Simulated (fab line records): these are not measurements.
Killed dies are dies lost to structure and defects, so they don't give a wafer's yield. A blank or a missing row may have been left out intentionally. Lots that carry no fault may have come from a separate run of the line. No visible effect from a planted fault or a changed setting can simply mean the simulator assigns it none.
A struck lot beside a sound one :: flow sky130 :: 21 steps out of a route of 708
Sound: the wafers L813.2, L813.5, L813.6. The struck wafers were L833.1, L833.3, L833.6. The cause is named last.
For every step that has rows: the tool of each side, followed by ch and its chambers, followed by its first start. Under that, the readings that differ: sound wafers :: struck wafers :: difference of the means :: sigmas: that difference in standard deviations of wafers without a fault.
alike: a reading whose means differ by less than 2 such deviations, as well as words and numbers matching on both sides. not compared: withheld readings; readings where some wafer has no value; bounds like >300 that might hide an equal value; numbers whose values overlap and for which the record gives no deviation.
Wherever a step has rows on one side only, a row that says differs or no value, or a row with sigmas, the two part there. Numbers that have no deviation but don't overlap get no sigmas and don't part them. Lack of a reading on every wafer of one side parts them only where that side has two or more wafers.

first, 1 step without rows for these wafers: SKY_RES_XHIGH_IMPLANT_07.
SKY_RES_XHIGH_STRIP_08: strips in O2/N2.
  sound on plasmaAsher-01 ch 0,1, day 26 18:17; struck on plasmaAsher-02 ch 0,1, day 33 10:33
reading: n2FlowSccm (sccm)
sound: 299.5 298.9 299.2
struck: 300.6 301.5 302.2
difference: +2.2
sigmas: +3
  alike: drypumpMotorCurrentA, oesProductAu, stripTimeToEndpointS
  not compared: rfHoursCounterH
SKY_RES_XHIGH_TW_MEAS_09:
  sound on filmMetro-03, day 26 18:23; struck on filmMetro-02, day 33 10:39
reading: RES_XHIGH_TW
sound: 1611 1621 1615
struck: 1662 1660 1673
difference: +49
sigmas: +3
then, 7 steps without rows for these wafers: SKY_SD_N_DEHYDRATE_00 (time 60 s); SKY_SD_N_HMDS_01 (prime time 60 s); SKY_SD_N_COAT_02 (resist thk 1140 nm); SKY_SD_N_SOFTBAKE_03 (time 60 s); SKY_SD_N_EXPOSE_04 (exposes mask NSDM, target cd 380 nm); SKY_SD_N_PEB_05; SKY_SD_N_DEVELOP_06 (develop time 60 s).
SKY_SD_N_CD_MEAS_07 targets a cd of 380 nm.
  sound on cdSem-01, day 27 23:19; struck on cdSem-02, day 34 13:21
  alike: cdNm
SKY_SD_N_OVL_MEAS_08:
  sound on overlay-01, day 27 23:25; struck on overlay-01, day 34 13:28
reading: SD_N_OVL (nm)
sound: 0.8 2.0 2.0
struck: -1.9 -2.9 0.7
difference: -3.0
sigmas: -2
SKY_SD_N_IMPLANT_09:
  sound on implanter-03 ch 0, day 27 23:28; struck on implanter-01 ch 0, day 34 13:31
reading: beamEnergyKeV
sound: 49.999 50.011 50.000
struck: 62.991 63.015 63.006
difference: +13.001
sigmas: +99 or more

reading: model.implant.rpNm (nm)
sound: 31.98 31.98 31.98
struck: 38.65 38.65 38.65
difference: +6.67
sigmas: 

reading: model.implant.drpNm (nm)
sound: 14.11 14.11 14.11
struck: 16.82 16.82 16.82
difference: +2.71
sigmas: 
after that, 1 step had no rows for these wafers: SKY_SD_N_IMPLANT_10.
SKY_SD_N_STRIP_11: strips in O2/N2.
  sound on plasmaAsher-03 ch 0,1, day 27 23:45; struck on plasmaAsher-03 ch 0,1, day 34 13:49
reading: oesProductAu (a.u.)
sound: 0.524 0.530 0.530
struck: 0.495 0.498 0.509
difference: -0.027
sigmas: -6

reading: stripTimeToEndpointS (s)
sound: 22.55 22.51 22.56
struck: 24.60 24.57 24.57
difference: +2.04
sigmas: +45
  alike: drypumpMotorCurrentA, n2FlowSccm
  not compared: rfHoursCounterH
SKY_SD_N_TW_MEAS_12:
  sound on filmMetro-01, day 27 23:52; struck on filmMetro-01, day 34 13:55
reading: SD_N_TW
sound: 4014 4006 4014
struck: 4259 4272 4256
difference: +251
sigmas: +5
then, 1 step without rows for these wafers: SKY_SD_N_CLEAN_13 (cleans in SC1/SC2, time 150 s).
SKY_SD_N_RTA_14: time 2 s.
  sound on rtpAnneal-01 ch 0, day 27 23:58; struck on rtpAnneal-01 ch 0, day 34 14:01
  alike: lampPowerPct, wafer_temp_C_max
SKY_SD_N_RS_MEAS_16: the measuring method here is four-point-probe.
  sound on filmMetro-03, day 28 00:09; struck on filmMetro-03, day 34 14:12
reading: SD_N_RS (ohm/sq)
sound: 68.61 68.52 68.53
struck: 60.31 60.52 60.47
difference: -8.12
sigmas: -74
SKY_SD_N_RS_MEAS_17: the measuring method here is four-point-probe.
  sound on filmMetro-03, day 28 00:16; struck on filmMetro-03, day 34 14:19
  alike: SD_P_RS
-- the record jumps here: 16 days lie between the struck wafers' starts before and after (it left off in module SD_N and takes up again in module PAD_OPEN, whose first step shown is number 708 of the route) --
SKY_PAD_OPEN_PROBE_99:
  sound on prober-02, day 45 22:12; struck on prober-02, day 50 12:15
reading: model.etest.resNdiff.lineOhmUm
sound: 767.3 779.8 762.6
struck: 707 699.1 690.1
difference: -71
sigmas: 

reading: model.etest.sonosUncharged.rOnOhmUm
sound: 823.3 817.4 818.6
struck: 786.8 798.8 775.2
difference: -32.8
sigmas: 

reading: model.etest.resNdiff.rsOhmSq
sound: 119.3 119.9 119.1
struck: 108.5 108.3 107.8
difference: -11.2
sigmas: 

reading: model.etest.resNdiffHv.rsOhmSq
sound: 113.8 114.4 114.2
struck: 103.3 102.3 101.4
difference: -11.8
sigmas: 
  alike: killed_at_M0_to_M3, killed_at_M4_up, killedAtContacts, killedAtFrontEnd, killedAtOther, killedDies, killedOpen, killedShort
  not compared: model.etest.sonosProgrammed.offLog10AUm, model.etest.nfet_01v8_lvt.vtSatV

## WHERE THEY PART
First at SKY_RES_XHIGH_STRIP_08; last, within this record, at SKY_SD_N_RS_MEAS_16. Later steps at which nothing parts them and some readings are alike: SKY_SD_N_RS_MEAS_17, SKY_PAD_OPEN_PROBE_99.

WHY: what had been put in by the simulator
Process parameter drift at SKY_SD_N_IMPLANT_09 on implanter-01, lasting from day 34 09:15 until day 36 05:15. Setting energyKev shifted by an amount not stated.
